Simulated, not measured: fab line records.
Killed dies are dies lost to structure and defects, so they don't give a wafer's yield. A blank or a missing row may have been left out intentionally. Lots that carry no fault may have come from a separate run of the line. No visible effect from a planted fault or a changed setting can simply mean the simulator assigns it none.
Struck lot and sound lot, side by side | flow sky130 | 37 out of 708 route steps
Sound: these wafers, L832.1, L832.2, L832.3. Struck: wafer L828.5. (L828.3, L828.6 of the same lot were not struck and are left out.) The cause comes at the end.
Order at every step that has rows: each side's tool, ch and its chambers, its first start. Under that, the readings that differ: sound wafers | struck wafers | difference of the means | sigmas: that difference in standard deviations of wafers without a fault.
alike: a reading whose means differ by less than 2 such deviations, as well as words and numbers matching on both sides. not compared: withheld readings; readings where some wafer has no value; bounds like >300 that might hide an equal value; numbers whose values overlap and for which the record gives no deviation.
The two part at a step that has a row with sigmas, a row that says differs or no value, or rows on one side only. When numbers do not overlap yet have no deviation, they are printed without sigmas and do not part them. A reading that every wafer of one side lacks parts them only if that side has two wafers or more.

first, 9 steps without rows for these wafers: SKY_VIA3_SPUTTER_20 (material TiN, target thk 20 nm, time 80 s); SKY_VIA3_CVD_21 (deposits W, target thk 390 nm, time 117.31 s); SKY_VIA3_CMP_24 (polishes, stops on SiO2, t overpolish 20 s, target thk 0 nm); SKY_METAL4_SPUTTER_00 (material Ti, target thk 15 nm, time 10 s); SKY_METAL4_SPUTTER_01 (material TiN, target thk 20 nm, time 16.7 s); SKY_METAL4_SPUTTER_02 (material AlCu, target thk 735 nm, time 39.1 s); SKY_METAL4_SPUTTER_03 (material Ti, target thk 5 nm, time 3.3 s); SKY_METAL4_SPUTTER_04 (material TiN, target thk 70 nm, time 58.3 s); SKY_CAP2M_CVD_00 (deposits SiO2, target thk 15.5 nm).
SKY_CAP2M_SPUTTER_02: material TiN, target thk 200 nm, time 166.7 s.
  struck on pvdSputter-01, day 44 04:16; sound on pvdSputter-02, day 45 13:03
reading                                  | sound                | struck | difference | sigmas
chamberPressurePa (Pa)                   | 0.4004 0.4008 0.4015 | 0.4728 | +0.0719    | +85
throttleValvePct (%)                     | 31.0 30.2 29.5       | 27.4   | -2.8       | -3
model.TiN_of_CAP2M_SPUTTER_02.thkNm (nm) | 202.3 202.5 201.7    | 196.6  | -5.6       | 
SKY_CAP2M_RS_MEAS_03: measures by four-point-probe.
  struck on filmMetro-03, day 44 04:25; sound on filmMetro-04, day 45 13:10
reading               | sound          | struck | difference | sigmas
CAP2M_TIN_RS (ohm/sq) | 6.86 6.83 6.87 | 7.04   | +0.19      | +3
then, 7 steps without rows for these wafers: SKY_CAP2M_DEHYDRATE_05 (time 60 s); SKY_CAP2M_HMDS_06 (prime time 60 s); SKY_CAP2M_COAT_07 (resist thk 1140 nm); SKY_CAP2M_SOFTBAKE_08 (time 60 s); SKY_CAP2M_EXPOSE_09 (exposes mask CAP2M, target cd 1000 nm); SKY_CAP2M_PEB_10; SKY_CAP2M_DEVELOP_11 (develop time 60 s).
SKY_CAP2M_METAL_ETCH_13: etches TiN in Cl2/BCl3, stops on SiO2, target depth 220 nm, time 62.9 s.
  sound on rieMetal-01 ch 1, day 46 09:16; struck on rieMetal-04 ch 1, day 45 02:08
reading                         | sound             | struck | difference | sigmas
oesProductAu (a.u.)             | 0.942 0.946 0.942 | 0.927  | -0.016     | -2
model.etch.depthNm (nm)         | 202.3 202.5 201.7 | 196.6  | -5.6       | 
model.CAP2M.featureDepthNm (nm) | 202.3 202.5 201.7 | 196.6  | -5.6       | 
  alike: drypumpMotorCurrentA, throttleValvePct
  not compared: rfHoursCounterH
then, 16 steps without rows for these wafers: SKY_CAP2M_STRIP_14 (strips in O2/N2); SKY_CAP2M_STRIP_15 (strips in post etch residue remover, time 1200 s); SKY_CAP2M_CLEAN_16 (cleans in IPA, time 180 s); SKY_CAP2M_CLEAN_17 (cleans in O3/DIW); SKY_METAL4_DEHYDRATE_05 (time 60 s); SKY_METAL4_HMDS_06 (prime time 60 s); SKY_METAL4_COAT_07 (resist thk 60 nm); SKY_METAL4_COAT_08 (resist thk 1140 nm); SKY_METAL4_SOFTBAKE_09 (time 90 s); SKY_METAL4_EXPOSE_10 (exposes mask MM4, target cd 300 nm); SKY_METAL4_PEB_11; SKY_METAL4_DEVELOP_12 (develop time 60 s); SKY_METAL4_DESCUM_15 (chemistry O2, time 8 s); SKY_METAL4_ETCH_16 (etches BARC in N2/H2, stops on SiO2, time 88.2 s, target depth 60 nm); SKY_METAL4_ETCH_17 (etches SiO2 in C4F8/O2/Ar, stops on TiN, time 3.9 s, target depth 15 nm); SKY_METAL4_METAL_ETCH_18 (etches the open film in Cl2/BCl3, stops on SiO2, target depth 845 nm, time 183.1 s).
SKY_METAL4_STRIP_20: strips in post etch residue remover, time 1200 s.
  sound on wetBench-04 ch 2, day 47 06:22; struck on wetBench-01 ch 2, day 45 23:20
reading                                  | sound             | struck | difference | sigmas
model.TiN_of_CAP2M_SPUTTER_02.thkNm (nm) | 201.4 201.7 200.9 | 195.7  | -5.6       | 
  alike: tempC
-- the record jumps here: 3 days lie between the struck wafers' starts before and after (it left off in module METAL4 and takes up again in module PAD_OPEN, whose first step shown is number 708 of the route) --
SKY_PAD_OPEN_PROBE_99:
  struck on prober-02, day 49 09:31; sound on prober-01, day 50 13:37
reading                        | sound             | struck | difference | sigmas
model.etest.capMim2.plateOhmSq | 5.906 5.872 5.936 | 6.112  | +0.207     | 
  alike: defectLimitedYield, killed_at_M0_to_M3, killed_at_M4_up, killedAtContacts, killedAtFrontEnd, killedAtOther, killedDies, killedOpen, killedShort, sort_bin_3_pad_short, sort_bin_5_function, sort_bin_6_memory, sortNPass, sortYieldPct

WHERE THEY PART
First at SKY_CAP2M_SPUTTER_02; last, within this record, at SKY_CAP2M_METAL_ETCH_13. Later steps at which nothing parts them and some readings are alike: SKY_METAL4_STRIP_20, SKY_PAD_OPEN_PROBE_99.

WHY: the cause the simulator had injected
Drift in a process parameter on pvdSputter-01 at SKY_CAP2M_SPUTTER_02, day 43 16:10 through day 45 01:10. From 0.4, the setting chamberPressurePa moved by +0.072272. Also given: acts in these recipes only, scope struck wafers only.
